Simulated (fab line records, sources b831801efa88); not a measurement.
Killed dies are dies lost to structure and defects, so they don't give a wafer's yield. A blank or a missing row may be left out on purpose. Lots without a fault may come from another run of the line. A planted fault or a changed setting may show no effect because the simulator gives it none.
fab line records | flow sky130
record lots=5 wafers=15 last_day=50
route steps=708 shown LI_CONTACT@374 LOCAL_INTERCONNECT@387 CONTACT@406 PAD_OPEN@708
lots that met no fault: from a run of the same line without faults
start_h: hours from the record's first day to the start of the lot's first wafer shown | wait_h: hours since the lot's step before | " the same as in the row above | L1.1+2: a row that stands for several wafers | - no value, or no start given | * or withheld: withheld | < > ~ a bound
route shown NAME@n: a module of which the file shows steps, and the number in the route of the first | usual: mean/standard deviation of fault-free wafers | same: alike in all rows | chamber/n: place in a boat | sites: the reading at each site | _std_site: their standard deviation | _edge_site: outer sites' mean less inner sites' | radius_mm: how far each site lies from the wafer's centre | mask NAME#n: copy n | behind: the tool/chamber that last shaped the wafer | hold: why the lot was held/for how many hours/how that ended | device: the transistor (n, p or np) that didn't switch | end of line: the same wafers' tests at the end of the route | a step without rows: its recipe alone | killed: dies lost to structure and defects at the first sort, not the wafer's yield | map: a wafer's dies, x killed, . not, _ none there
set.NAME: the setting as run; set.NAME@STEP: as run at that earlier step | model.NAME: the simulator's own value behind a step, which no gauge read
lots at some steps of the route; a table a step, a row a wafer
services: from which hour (start_h, from the record's first day; less than 0 if before it) a tool's chamber was out of use, for how many hours, and why
## steps
# step SKY_LI_CONTACT_CD_MEAS_12
# recipe target_cd_nm=170
# usual cd_nm=170.0/1.6
# columns lot.wafer tool chamber start_h wait_h cd_nm
L185.1 cd_sem-01 - 706.46 - 168.7
L185.5 " - " " 169.5
L185.6 " - " " 170.8
L190.1 cd_sem-01 - 757.48 - 166.7
L190.2 " - " " 168.6
L190.5 " - " " 169.2
L191.2 cd_sem-02 - 757.53 - 173.5
L191.4 " - " " 174.1
L191.6 " - " " 173.5
L198.1 cd_sem-01 - 821.48 - 169.5
L198.2 " - " " 170.3
L198.6 " - " " 169.6
L204.1 cd_sem-02 - 865.21 - 169.7
L204.4 " - " " 169.1
L204.6 " - " " 168.1
# step SKY_LI_CONTACT_OVL_MEAS_13
# usual LI_CONTACT_OVL=-3/5.5
# columns lot.wafer tool chamber start_h wait_h LI_CONTACT_OVL[nm]
L185.1 overlay-02 - 706.58 0.1 -6
L185.5 " - " " -6
L185.6 " - " " -2
L190.1 overlay-02 - 757.60 0.1 0
L190.2 " - " " -6
L190.5 " - " " -8
L191.2 overlay-01 - 757.64 0.1 -1
L191.4 " - " " -2
L191.6 " - " " -4
L198.1 overlay-02 - 821.60 0.1 -17
L198.2 " - " " -6
L198.6 " - " " -11
L204.1 overlay-02 - 865.33 0.1 -9
L204.4 " - " " -6
L204.6 " - " " -2
# step SKY_LI_CONTACT_ETCH_14
# recipe chemistry=N2/H2 target=BARC ion_energy_ev=200 source_w=500 bias_w=100 pressure_mtorr=30 n2_flow_sccm=100 h2_flow_sccm=200 stop_on=SiO2 time_s=45.9 target_depth_a=600
# usual drypump_motor_current_A=5.9/0.54 oes_product_au=0.854/0.0049 throttle_valve_pct=13.225/0.0091
# same time_s=45.9
# columns lot.wafer tool chamber start_h wait_h drypump_motor_current_A oes_product_au rf_hours_counter_h throttle_valve_pct
L185.1 rie_diel-04 3 706.61 0.0 6.3 0.851 1 13.204
L185.5 " 3 " " 6.3 0.856 - 13.222
L185.6 " 2 " " 6.4 0.850 - 13.236
L190.1 rie_diel-01 0 757.63 0.0 5.5 0.852 5 13.205
L190.2 " 2 " " 6.2 0.858 8 13.231
L190.5 " 0 " " 5.5 0.866 - 13.227
L191.2 rie_diel-04 2 757.67 0.0 6.4 0.856 10 13.235
L191.4 " 0 " " 6.5 0.860 - 13.222
L191.6 " 3 " " 6.3 0.860 - 13.227
L198.1 rie_diel-01 0 821.63 0.0 5.5 0.855 7 13.221
L198.2 " 3 " " 4.7 0.851 15 13.215
L198.6 " 0 " " 5.5 0.858 - 13.229
L204.1 rie_diel-03 0 865.36 0.0 6.2 0.862 22 13.221
L204.4 " 1 " " 6.0 0.867 - 13.210
L204.6 " 3 " " 5.4 0.855 - 13.228
# step SKY_LI_CONTACT_ETCH_15
# recipe target=PSG chemistry=C4F8/O2/Ar stop_on=Si taper_deg=4.15 mask_material=KrF-thick source_w=1500 bias_w=1200 pressure_mtorr=40 c4f8_flow_sccm=withheld O2_flow_sccm=6 Ar_flow_sccm=300 time_s=withheld target_depth_a=6000
# step SKY_LI_CONTACT_STRIP_16
# recipe chemistry=O2/N2 power_w=1400 pressure_mtorr=1500 platen_temp_c=withheld o2_flow_sccm=3000 n2_flow_sccm=300 overash_fraction=0.5
# step SKY_LI_CONTACT_CLEAN_17
# recipe chemistry=NMP time_s=600 temp_c=60 dry=n2_spin
# step SKY_LI_CONTACT_PRE_CLEAN_18
# recipe gas=Ar time_s=5.6 bias_v=358
# step SKY_LI_CONTACT_SPUTTER_19
# recipe material=Ti target_thk_nm=20 chamber_pressure_pa=5 power_w=2500 substrate_temp_c=200 time_s=106.37
# usual cathode_dc_power_W=2500.0/0.42 throttle_valve_pct=29.6/0.86
# same time_s=106.37
# columns lot.wafer tool chamber start_h wait_h cathode_dc_power_W throttle_valve_pct
L185.1 pvd_sputter-01 - 707.03 0.0 2500.5 30.2
L185.5 " - " " 2500.9 29.6
L185.6 " - " " 2500.2 27.7
L190.1 pvd_sputter-02 - 758.06 0.0 2499.5 29.2
L190.2 " - " " 2500.3 29.5
L190.5 " - " " 2500.7 30.5
L191.2 pvd_sputter-01 - 758.09 0.0 2500.4 27.3
L191.4 " - " " 2500.5 30.3
L191.6 " - " " 2499.7 27.4
L198.1 pvd_sputter-03 - 822.06 0.0 2500.4 29.0
L198.2 " - " " 2500.2 29.2
L198.6 " - " " 2500.5 30.9
L204.1 pvd_sputter-01 - 865.78 0.0 2500.2 30.1
L204.4 " - " " 2500.5 30.1
L204.6 " - " " 2500.4 29.8
# step SKY_LI_CONTACT_SPUTTER_20
# recipe material=TiN target_thk_nm=20 chamber_pressure_pa=5 power_w=4000 time_s=80
# step SKY_LI_CONTACT_CVD_21
# recipe material=W target_thk_nm=400 time_s=120.56 temp_c=400 pressure_torr=40
# usual heater_power_w=856/81 susceptor_temp_C=400.01/0.2
# same time_s=120.56
# columns lot.wafer tool chamber start_h wait_h heater_power_w susceptor_temp_C
L185.1 cvd_w-02 1 707.17 0.0 735 400.23
L185.5 " 0 " " 930 400.05
L185.6 " 1 " " 738 400.04
L190.1 cvd_w-01 1 758.19 0.0 941 400.01
L190.2 " 0 " " 827 400.28
L190.5 " 0 " " 830 400.09
L191.2 cvd_w-02 0 758.23 0.0 910 400.26
L191.4 " 1 " " 752 399.77
L191.6 " 1 " " 741 400.31
L198.1 cvd_w-01 0 822.19 0.0 845 399.90
L198.2 " 1 " " 925 399.87
L198.6 " 0 " " 830 400.08
L204.1 cvd_w-02 1 865.92 0.0 753 400.14
L204.4 " 1 " " 770 399.92
L204.6 " 0 " " 961 400.25
# step SKY_LI_CONTACT_RS_MEAS_22
# recipe thk_meas_gauge=four-point-probe reads=W_of_LI_CONTACT_CVD_21+TiN_of_LI_CONTACT_SPUTTER_20+Ti_of_LI_CONTACT_SPUTTER_19
# usual LI_CONTACT_W_RS=0.2850/0.0026
# columns lot.wafer tool chamber start_h wait_h LI_CONTACT_W_RS[ohm/sq]
L185.1 film_metro-02 - 707.30 0.1 0.2808
L185.5 " - " " 0.2808
L185.6 " - " " 0.2841
L190.1 film_metro-04 - 758.32 0.1 0.2848
L190.2 " - " " 0.2845
L190.5 " - " " 0.2826
L191.2 film_metro-01 - 758.37 0.1 0.2870
L191.4 " - " " 0.2818
L191.6 " - " " 0.2841
L198.1 film_metro-04 - 822.32 0.1 0.2863
L198.2 " - " " 0.2880
L198.6 " - " " 0.2894
L204.1 film_metro-02 - 866.05 0.1 0.2816
L204.4 " - " " 0.2855
L204.6 " - " " 0.2780
# step SKY_LI_CONTACT_THK_MEAS_23
# recipe thk_meas_gauge=xrf reads=W_of_LI_CONTACT_CVD_21
# usual LI_CONTACT_W_THK=412/5.6
# columns lot.wafer tool chamber start_h wait_h LI_CONTACT_W_THK[nm]
L185.1 film_metro-02 - 707.42 0.1 409
L185.5 " - " " 410
L185.6 " - " " 408
L190.1 film_metro-04 - 758.44 0.1 419
L190.2 " - " " 418
L190.5 " - " " 422
L191.2 film_metro-01 - 758.48 0.1 410
L191.4 " - " " 420
L191.6 " - " " 418
L198.1 film_metro-04 - 822.44 0.1 416
L198.2 " - " " 415
L198.6 " - " " 410
L204.1 film_metro-02 - 866.17 0.1 416
L204.4 " - " " 408
L204.6 " - " " 419
# step SKY_LI_CONTACT_CMP_24
# recipe stop_on=PSG t_overpolish_s=20 down_force_psi=3.5 platen_rpm=60 target_thk_nm=0 pad_velocity_m_s=0.94248
# usual motor_current_A=11.0/1.5 overpolish_run_s=20.000/0.0086 time_to_endpoint_s=96/5.1
# columns lot.wafer tool chamber start_h wait_h motor_current_A overpolish_run_s time_to_endpoint_s
L185.1 cmp-02 3 707.53 0.1 9.6 20.010 92
L185.6 " 2 " " 11.5 19.996 96
L185.5 " 3 " " 9.0 20.004 90
L190.1 cmp-01 2 758.50 0.1 10.3 20.002 93
L190.2 " 3 " " 8.7 20.006 102
L190.5 " 2 " " 10.7 20.004 95
L191.4 cmp-02 2 758.75 0.2 11.9 20.011 96
L191.2 " 0 " " 10.9 19.991 99
L191.6 " 3 " " 9.5 19.983 87
L198.2 cmp-02 2 822.60 0.1 11.7 19.998 95
L198.1 " 3 " " 9.2 19.996 90
L198.6 " 1 " " 11.2 20.011 96
L204.1 cmp-01 3 866.23 0.1 9.4 19.999 102
L204.4 " 1 " " 11.8 20.005 91
L204.6 " 3 " " 8.8 20.002 108
# step SKY_LOCAL_INTERCONNECT_SPUTTER_00
# recipe material=TiN target_thk_nm=100 temp_c=300 power_w=6500 time_s=83.3 chamber_pressure_pa=0.4
# step SKY_LOCAL_INTERCONNECT_RS_MEAS_01
# recipe thk_meas_gauge=four-point-probe reads=TiN_of_LOCAL_INTERCONNECT_SPUTTER_00
# usual LOCAL_INTERCONNECT_TIN_RS=14.05/0.16
# columns lot.wafer tool chamber start_h wait_h LOCAL_INTERCONNECT_TIN_RS[ohm/sq]
L185.1 film_metro-03 - 707.84 0.0 14.15
L185.5 " - " " 14.18
L185.6 " - " " 14.22
L190.1 film_metro-03 - 758.86 0.0 13.95
L190.2 " - " " 14.16
L190.5 " - " " 13.97
L191.2 film_metro-02 - 759.14 0.1 14.24
L191.4 " - " " 14.17
L191.6 " - " " 14.20
L198.1 film_metro-01 - 822.86 0.0 14.11
L198.2 " - " " 13.90
L198.6 " - " " 14.05
L204.1 film_metro-02 - 866.59 0.0 14.41
L204.4 " - " " 14.19
L204.6 " - " " 14.24
# step SKY_LOCAL_INTERCONNECT_THK_MEAS_02
# recipe thk_meas_gauge=xrf reads=TiN_of_LOCAL_INTERCONNECT_SPUTTER_00
# usual LOCAL_INTERCONNECT_TIN_THK=101.5/1.2
# columns lot.wafer tool chamber start_h wait_h LOCAL_INTERCONNECT_TIN_THK[nm]
L185.1 film_metro-03 - 707.96 0.1 100.6
L185.5 " - " " 100.5
L185.6 " - " " 99.9
L190.1 film_metro-03 - 758.98 0.1 102.2
L190.2 " - " " 100.5
L190.5 " - " " 101.8
L191.2 film_metro-02 - 759.25 0.1 100.6
L191.4 " - " " 101.1
L191.6 " - " " 101.1
L198.1 film_metro-01 - 822.98 0.1 101.5
L198.2 " - " " 102.3
L198.6 " - " " 101.7
L204.1 film_metro-02 - 866.71 0.1 99.6
L204.4 " - " " 100.9
L204.6 " - " " 101.1
# step SKY_LOCAL_INTERCONNECT_DEHYDRATE_03
# recipe temp_c=200 time_s=60
# step SKY_LOCAL_INTERCONNECT_HMDS_04
# recipe prime_time_s=60 prime_temp_c=120
# step SKY_LOCAL_INTERCONNECT_COAT_05
# recipe resist=BARC temp_c=withheld time_s=withheld spin_rpm=3000 resist_thk_nm=60
# step SKY_LOCAL_INTERCONNECT_COAT_06
# recipe resist=KrF-thick spin_rpm=3000 resist_thk_nm=450
# step SKY_LOCAL_INTERCONNECT_SOFTBAKE_07
# recipe temp_c=100 time_s=90 resist=KrF-thick
# step SKY_LOCAL_INTERCONNECT_EXPOSE_08
# recipe mask_id=LI1M na=0.8 source_shape=annular sigma_inner=0.55 sigma_outer=0.85 target_cd_nm=170 dose_mj=28
# step SKY_LOCAL_INTERCONNECT_PEB_09
# recipe peb_temp_c=withheld peb_time_s=withheld resist=KrF-thick
# step SKY_LOCAL_INTERCONNECT_DEVELOP_10
# recipe develop_time_s=60 resist=KrF-thick dev_temp_c=21
# step SKY_LOCAL_INTERCONNECT_CD_MEAS_11
# recipe target_cd_nm=170
# usual cd_nm=170.2/1.5
# columns lot.wafer tool chamber start_h wait_h cd_nm
L185.1 cd_sem-02 - 735.93 - 169.8
L185.5 " - " " 170.9
L185.6 " - " " 169.7
L190.1 cd_sem-01 - 786.40 - 171.0
L190.2 " - " " 171.2
L190.5 " - " " 171.8
L191.2 cd_sem-01 - 786.77 - 168.7
L191.4 " - " " 167.6
L191.6 " - " " 169.2
L198.1 cd_sem-02 - 848.46 - 170.8
L198.2 " - " " 170.7
L198.6 " - " " 170.2
L204.1 cd_sem-01 - 891.95 - 169.3
L204.4 " - " " 170.8
L204.6 " - " " 169.8
# step SKY_LOCAL_INTERCONNECT_OVL_MEAS_12
# usual LOCAL_INTERCONNECT_OVL=3/6.7
# columns lot.wafer tool chamber start_h wait_h LOCAL_INTERCONNECT_OVL[nm]
L185.1 overlay-02 - 736.05 0.1 0
L185.5 " - " " 5
L185.6 " - " " -2
L190.1 overlay-02 - 786.52 0.1 4
L190.2 " - " " 9
L190.5 " - " " 4
L191.2 overlay-01 - 786.88 0.1 -1
L191.4 " - " " 3
L191.6 " - " " 2
L198.1 overlay-02 - 848.58 0.1 10
L198.2 " - " " 18
L198.6 " - " " 21
L204.1 overlay-02 - 892.07 0.1 4
L204.4 " - " " 2
L204.6 " - " " -2
# step SKY_LOCAL_INTERCONNECT_ETCH_13
# recipe chemistry=N2/H2 target=BARC ion_energy_ev=200 bias_w=100 pressure_mtorr=30 n2_flow_sccm=100 h2_flow_sccm=200 icp_w=500 stop_on=SiO2 time_s=45.9 target_depth_a=600
# usual drypump_motor_current_A=5.9/0.34 oes_product_au=0.855/0.0047 throttle_valve_pct=13.224/0.0079
# same time_s=45.9
# columns lot.wafer tool chamber start_h wait_h drypump_motor_current_A oes_product_au rf_hours_counter_h throttle_valve_pct
L185.1 rie_metal-03 0 736.08 0.0 5.8 0.857 4 13.219
L185.5 " 0 " " 5.8 0.855 - 13.226
L185.6 " 1 " " 6.0 0.855 - 13.228
L190.1 rie_metal-02 1 786.56 0.0 6.1 0.853 3 13.233
L190.2 " 0 " " 5.9 0.857 4 13.222
L190.5 " 1 " " 6.1 0.838 - 13.218
L191.2 rie_metal-01 0 786.91 0.0 5.2 0.855 15 13.225
L191.4 " 0 " " 5.2 0.859 - 13.225
L191.6 " 0 " " 5.2 0.860 - 13.232
L198.1 rie_metal-01 1 848.62 0.0 6.5 0.853 6 13.240
L198.2 " 1 " " 6.5 0.852 - 13.227
L198.6 " 1 " " 6.5 0.861 - 13.214
L204.1 rie_metal-03 1 892.11 0.0 6.0 0.863 7 13.204
L204.4 " 1 " " 6.0 0.858 - 13.216
L204.6 " 0 " " 5.8 0.857 - 13.239
# step SKY_LOCAL_INTERCONNECT_METAL_ETCH_14
# recipe target_depth_nm=110 stop_on=PSG chemistry=Cl2/BCl3 target=TiN resist_sidewall_deg=88 pressure_mtorr=10 icp_w=900 bias_w=48.5 Cl2_flow_sccm=60 bcl3_flow_sccm=30 time_s=31.4
# usual bcl3_flow_sccm=30.01/0.079 drypump_motor_current_A=5.9/0.34 mfc_cl2_sccm=60.02/0.2 oes_product_au=0.944/0.008 throttle_valve_pct=21.902/0.0093
# same time_s=31.4
# columns lot.wafer tool chamber start_h wait_h bcl3_flow_sccm drypump_motor_current_A mfc_cl2_sccm oes_product_au rf_hours_counter_h throttle_valve_pct
L185.1 rie_metal-03 0 736.15 0.0 30.11 5.8 60.25 0.934 4 21.908
L185.5 " 0 " " 29.88 5.8 60.08 0.935 - 21.897
L185.6 " 1 " " 30.08 6.0 60.25 0.940 - 21.899
L190.1 rie_metal-02 1 786.62 0.0 30.05 6.1 59.90 0.954 3 21.906
L190.2 " 0 " " 30.01 5.9 59.90 0.934 4 21.904
L190.5 " 1 " " 30.13 6.1 60.36 0.942 - 21.895
L191.2 rie_metal-01 0 786.97 0.0 29.90 5.1 59.66 0.943 15 21.900
L191.4 " 0 " " 30.03 5.2 59.74 0.942 - 21.903
L191.6 " 0 " " 29.98 5.1 59.99 0.940 - 21.886
L198.1 rie_metal-01 1 848.75 0.1 29.99 6.5 59.90 0.939 6 21.897
L198.2 " 1 " " 29.98 6.5 59.73 0.952 - 21.906
L198.6 " 1 " " 30.08 6.4 59.94 0.942 - 21.891
L204.1 rie_metal-03 1 892.17 0.0 29.85 6.0 60.29 0.936 7 21.923
L204.4 " 1 " " 29.98 6.0 59.99 0.940 - 21.900
L204.6 " 0 " " 29.97 5.8 59.75 0.941 - 21.914
# step SKY_LOCAL_INTERCONNECT_STRIP_15
# recipe chemistry=O2/N2 power_w=1400 pressure_mtorr=1500 platen_temp_c=withheld o2_flow_sccm=3000 n2_flow_sccm=300 overash_fraction=0.5
# step SKY_LOCAL_INTERCONNECT_STRIP_16
# recipe chemistry=post_etch_residue_remover time_s=1200 temp_c=72.5
# step SKY_LOCAL_INTERCONNECT_CLEAN_17
# recipe chemistry=IPA time_s=180 temp_c=25
# step SKY_LOCAL_INTERCONNECT_CLEAN_18
# recipe chemistry=O3/DIW dry=n2_spin
# step SKY_CONTACT_CVD_00
# recipe material=Si3N4 target_thk_nm=75 temp_c=400 time_s=withheld rf_w=450
# step SKY_CONTACT_THK_MEAS_01
# recipe reads=Si3N4_of_CONTACT_CVD_00
# usual CONTACT_CVD_00_THK=75.4/1.1
# columns lot.wafer tool chamber start_h wait_h CONTACT_CVD_00_THK[nm]
L185.1 film_metro-04 - 736.86 - 74.3
L185.5 " - " " 75.7
L185.6 " - " " 76.7
L190.1 film_metro-02 - 787.33 - 72.9
L190.2 " - " " 75.6
L190.5 " - " " 76.8
L191.2 film_metro-02 - 787.71 - 75.9
L191.4 " - " " 76.2
L191.6 " - " " 76.6
L198.1 film_metro-02 - 849.50 - 76.2
L198.2 " - " " 77.1
L198.6 " - " " 77.4
L204.1 film_metro-02 - 892.97 - 75.2
L204.4 " - " " 76.2
L204.6 " - " " 73.9
# step SKY_CONTACT_HDPCVD_02
# recipe material=SiO2 target_thk_nm=565 sigma_open_frac=0.3 time_s=94.2 temp_c=600 sih4_flow_sccm=60 pressure_mtorr=6
# step SKY_CONTACT_THK_MEAS_03
# recipe reads=SiO2_of_CONTACT_HDPCVD_02
# usual CONTACT_HDPCVD_THK=565/6.1
# columns lot.wafer tool chamber start_h wait_h CONTACT_HDPCVD_THK[nm]
L185.1 film_metro-03 - 736.99 0.0 567
L185.5 " - " " 570
L185.6 " - " " 563
L190.1 film_metro-03 - 787.46 0.0 565
L190.2 " - " " 554
L190.5 " - " " 566
L191.2 film_metro-04 - 787.84 0.0 568
L191.4 " - " " 572
L191.6 " - " " 567
L198.1 film_metro-03 - 849.63 0.0 575
L198.2 " - " " 562
L198.6 " - " " 567
L204.1 film_metro-03 - 893.10 0.0 554
L204.4 " - " " 564
L204.6 " - " " 560
# step SKY_CONTACT_CMP_04
# recipe material=SiO2 down_force_psi=4 platen_rpm=60 pad_velocity_m_s=0.94248
# step SKY_CONTACT_BOW_MEAS_05
# recipe mode=bow
# usual CONTACT_BOW=83/7.2
# columns lot.wafer tool chamber start_h wait_h CONTACT_BOW[um]
L185.1 film_metro-02 - 737.35 0.1 94
L185.5 " - " " 81
L185.6 " - " " 84
L190.1 film_metro-03 - 787.82 0.2 72
L190.2 " - " " 70
L190.5 " - " " 76
L191.2 film_metro-04 - 788.21 0.3 89
L191.4 " - " " 95
L191.6 " - " " 74
L198.1 film_metro-02 - 849.99 0.2 71
L198.2 " - " " 83
L198.6 " - " " 84
L204.1 film_metro-02 - 893.46 0.1 83
L204.4 " - " " 105
L204.6 " - " " 87
# step SKY_CONTACT_DEHYDRATE_06
# recipe temp_c=200 time_s=60
# step SKY_CONTACT_HMDS_07
# recipe prime_time_s=60 prime_temp_c=120
# step SKY_CONTACT_COAT_08
# recipe resist=BARC temp_c=withheld time_s=withheld spin_rpm=3000 resist_thk_nm=60
# step SKY_CONTACT_COAT_09
# recipe resist=KrF-thick spin_rpm=3000 resist_thk_nm=450
# step SKY_PAD_OPEN_PROBE_99
# usual killed_at_M0_to_M3=42/6.6 killed_at_M4_up=3.1/1.9 killed_at_contacts=24/5.6 killed_at_front_end=15/4.8 killed_at_other=0.3/0.48 killed_dies=84/10 killed_on_rim=16/3.9 killed_open=47/6.8 killed_short=37/6.8
# same gross_dies=492 killed_at_back_side=0
# columns lot.wafer tool chamber start_h wait_h killed_at_M0_to_M3 killed_at_M4_up killed_at_contacts killed_at_front_end killed_at_other killed_dies killed_on_rim killed_open killed_short
L185.1 prober-01 - 1097.63 0.1 31 2 26 16 0 75 11 36 39
L185.5 prober-01 - 1097.83 0.2 37 5 33 19 0 94 19 46 48
L185.6 prober-01 - 1097.88 0.2 52 1 25 17 0 95 24 51 44
L190.1 prober-02 - 1136.51 0.1 36 3 28 11 0 78 13 37 41
L190.2 prober-02 - 1136.56 0.1 37 3 17 13 0 70 14 33 37
L190.5 prober-02 - 1136.71 0.2 43 4 28 17 0 92 19 53 39
L191.2 prober-01 - 1137.85 0.1 35 8 25 17 0 85 12 50 35
L191.4 prober-01 - 1137.95 0.2 47 1 22 18 0 88 22 50 38
L191.6 prober-01 - 1138.05 0.2 57 3 27 21 0 108 20 57 51
L198.1 prober-02 - 1177.22 0.1 43 4 18 16 1 82 13 38 44
L198.2 prober-02 - 1177.27 0.1 42 3 23 14 0 82 15 42 40
L198.6 prober-02 - 1177.47 0.2 32 3 254 19 0 308 52 37 38
L204.1 prober-02 - 1203.38 0.1 44 1 18 11 0 74 15 43 29
L204.4 prober-02 - 1203.53 0.2 42 2 21 14 0 79 10 37 42
L204.6 prober-02 - 1203.63 0.2 44 3 27 9 0 83 18 47 36
# killed by level:class
L185.1 CONTACT:geometric_particle:open=9 POLY_GATE:geometric_particle:short=6 LI_CONTACT:geometric_particle:open=6 METAL1:geometric_particle:short=6 VIA2:geometric_particle:open=6 VIA1:geometric_particle:open=5 LI_CONTACT:geometric_particle:short=4 CONTACT:geometric_particle:short=4
L185.5 CONTACT:geometric_particle:open=11 FIELD_ISO:geometric_particle:short=8 LI_CONTACT:geometric_particle:open=8 VIA1:geometric_particle:open=8 FIELD_ISO:geometric_particle:open=7 CONTACT:geometric_particle:short=6 VIA3:geometric_particle:open=6 LOCAL_INTERCONNECT:geometric_particle:short=5
L185.6 METAL1:geometric_particle:short=12 CONTACT:geometric_particle:open=11 VIA1:geometric_particle:open=10 VIA3:geometric_particle:open=9 FIELD_ISO:geometric_particle:short=6 LI_CONTACT:geometric_particle:open=5 CONTACT:geometric_particle:short=5 VIA1:geometric_particle:short=5
L190.1 METAL2:geometric_particle:short=9 VIA1:geometric_particle:open=8 LI_CONTACT:geometric_particle:open=8 CONTACT:geometric_particle:open=7 LI_CONTACT:geometric_particle:short=5 LOCAL_INTERCONNECT:geometric_particle:short=5 VIA1:geometric_particle:short=4 METAL2:geometric_particle:open=3
L190.2 METAL1:geometric_particle:short=9 VIA3:geometric_particle:open=6 LI_CONTACT:geometric_particle:open=5 METAL2:geometric_particle:short=4 CONTACT:geometric_particle:open=4 METAL3:geometric_particle:short=4 VIA2:geometric_particle:short=4 FIELD_ISO:geometric_particle:short=3
L190.5 VIA2:geometric_particle:open=10 CONTACT:geometric_particle:open=10 FIELD_ISO:geometric_particle:short=8 VIA3:geometric_particle:open=8 CONTACT:geometric_particle:short=8 LI_CONTACT:geometric_particle:open=7 METAL1:geometric_particle:short=6 METAL2:geometric_particle:short=6
L191.2 VIA1:geometric_particle:open=13 CONTACT:geometric_particle:open=10 METAL4:geometric_particle:short=8 VIA2:geometric_particle:open=7 LI_CONTACT:geometric_particle:open=6 POLY_GATE:geometric_particle:short=5 FIELD_ISO:geometric_particle:open=4 METAL1:geometric_particle:short=4
L191.4 VIA1:geometric_particle:open=11 CONTACT:geometric_particle:open=10 POLY_GATE:geometric_particle:short=9 VIA3:geometric_particle:open=9 LI_CONTACT:geometric_particle:open=6 METAL1:geometric_particle:short=6 FIELD_ISO:geometric_particle:short=5 POLY_GATE:geometric_particle:open=4
L191.6 VIA1:geometric_particle:open=15 VIA3:geometric_particle:open=13 METAL1:geometric_particle:short=9 LI_CONTACT:geometric_particle:open=7 CONTACT:geometric_particle:open=7 FIELD_ISO:geometric_particle:open=6 POLY_GATE:geometric_particle:short=6 CONTACT:geometric_particle:short=5
L198.1 CONTACT:geometric_particle:open=10 FIELD_ISO:geometric_particle:short=6 METAL1:geometric_particle:short=6 VIA1:geometric_particle:short=6 VIA2:geometric_particle:open=6 VIA3:geometric_particle:open=6 VIA1:geometric_particle:open=5 FIELD_ISO:geometric_particle:open=4
L198.2 VIA2:geometric_particle:open=10 VIA3:geometric_particle:open=9 METAL2:geometric_particle:short=7 CONTACT:geometric_particle:open=6 VIA1:geometric_particle:open=6 LOCAL_INTERCONNECT:geometric_particle:short=5 CONTACT:geometric_particle:short=5 LI_CONTACT:geometric_particle:open=4
L198.6 LI_CONTACT:unspecified=233 VIA3:geometric_particle:open=8 LI_CONTACT:geometric_particle:open=6 CONTACT:geometric_particle:open=6 FIELD_ISO:geometric_particle:open=5 CONTACT:geometric_particle:short=5 VIA1:geometric_particle:open=5 FIELD_ISO:geometric_particle:short=4
L204.1 VIA1:geometric_particle:open=13 VIA3:geometric_particle:open=7 METAL2:geometric_particle:short=6 METAL1:geometric_particle:short=6 CONTACT:geometric_particle:open=5 CONTACT:geometric_particle:short=5 VIA2:geometric_particle:open=5 SPACER:geometric_particle:open=4
L204.4 METAL1:geometric_particle:short=9 POLY_GATE:geometric_particle:open=7 CONTACT:geometric_particle:open=7 CONTACT:geometric_particle:short=7 VIA3:geometric_particle:open=6 METAL1:geometric_particle:open=4 VIA1:geometric_particle:open=4 VIA1:geometric_particle:short=4
L204.6 LI_CONTACT:geometric_particle:open=10 VIA1:geometric_particle:open=10 METAL2:geometric_particle:short=8 CONTACT:geometric_particle:open=8 METAL1:geometric_particle:short=7 VIA3:geometric_particle:open=6 VIA1:geometric_particle:short=5 VIA2:geometric_particle:open=5
# map L198.6 (x killed, . not)
__________xx...x..x._________
________x.x..xxx.xxx.._______
______...x.x...xxxxxx.xx_____
_____.xxxxx..xxx.xxxxx.xx____
____x.xxxx.xxxxxxxxx.xx.xx___
___.xxxx.xx..xxxxxxxxxxx...__
__xxx.xxx.xx.xxx.xxxxxx.xx.x_
_x..x..xxx..x.x...xxxxxx.xxx.
_.x.x.xxx.x.xxx....xxx.xxxx..
_x...x..xx.x.x.xxx....x.....x
_.x..xxxx.....xxxx.xxx.x.x.xx
_xxxx..xxxxx.xx.xxx.xx.xxxxx.
_.x..xxxx..x.xxxxxxxxxxxxxx..
_.xx.xxx..x..xxx.x.xxx..xxxxx
_xxxx.x..x.xxx..xx..x..xxx.xx
__xx..x.x.xxxx...xxxx.xx.xx._
___xx.xx.x..xxx.x...xx.xx.x__
____.xxx.xx.xxx.x..x.xxx..___
_____x.x..xxxxxxxxxx.xxx.____
______.xxx..xxxxxxx.x.xx_____
________.xxx.......xx._______
__________.x..xx.xx._________
# map L191.6 (x killed, . not)
__________.......xxx_________
________x.x.......x..._______
______xxx......xx.xx...._____
_____.x..x.xx..x.....x...____
____.x...x.....x..x....x..___
___.............x.....xxx..__
__x..xx......x......x.xx...._
_..x....xx.x.x.x..xx.......x.
_x..................x.xx..xx.
_......x....x..x..xx....x....
_.x......x..xx...............
_....x......x............xxx.
_...............x.x.x...x....
_..........x...x.x...........
_..x....x.x.x...x..x....x.x..
__.x...x.x...........x..x..._
___......x..x..........x...__
____...x......x........x..___
_____...xx.x.....xx.x.x..____
______x...........x.xx.x_____
________......x..x..x._______
__________..x....x.._________
## services
# columns tool chamber start_h hours kind
cmp-01 - 693.27 4.6 pm
cmp-01 - 700.73 1.1 repair
cmp-01 - 706.86 2.8 repair
rie_diel-04 - 715.38 2.8 pm
rie_diel-01 - 718.05 2.5 repair
cmp-01 - 723.65 0.5 repair
cmp-02 - 742.07 7.5 pm
cmp-01 - 743.11 0.4 repair
rie_metal-02 1 745.86 2.0 repair
pvd_sputter-01 - 749.22 2.4 repair
cmp-02 - 749.54 4.0 pm
rie_diel-04 - 749.66 0.5 repair
cmp-01 - 751.21 1.0 repair
rie_metal-02 0 751.59 12.7 repair
rie_diel-04 1 754.62 13.8 repair
rie_metal-02 1 759.12 2.1 repair
rie_diel-01 1 767.13 2.8 repair
cmp-01 - 768.81 4.5 pm
rie_diel-04 1 789.15 12.3 repair
cmp-01 - 792.47 1.1 repair
rie_diel-01 1 797.37 5.7 repair
cmp-01 - 820.59 1.5 repair
rie_metal-03 - 831.47 5.8 repair
cmp-02 - 855.13 5.5 pm
## key
first_sign step=SKY_PAD_OPEN_PROBE_99 reading=killed_at_contacts direction=up sigmas=41 usual=24 struck=254
effect step=SKY_PAD_OPEN_PROBE_99 reading=killed_dies direction=up sigmas=22 usual=84 struck=308
met_at SKY_LI_CONTACT_CMP_24
struck_wafers L198.6
tester_left_out L198
fault kind=chamber_particle_source tool=cmp-02 chamber=1 onset_h=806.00 steps=SKY_LI_CONTACT_CMP_24 rate_per_visit_cm2=1.2837 end_h=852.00
# tester_left_out: of these lots the tester's yield and bins aren't shown, on N5 and GAA mostly nor the transistor test; their killed dies are dies lost to structure and defects alone, not to doping, threshold or leakage, so they don't give the yield
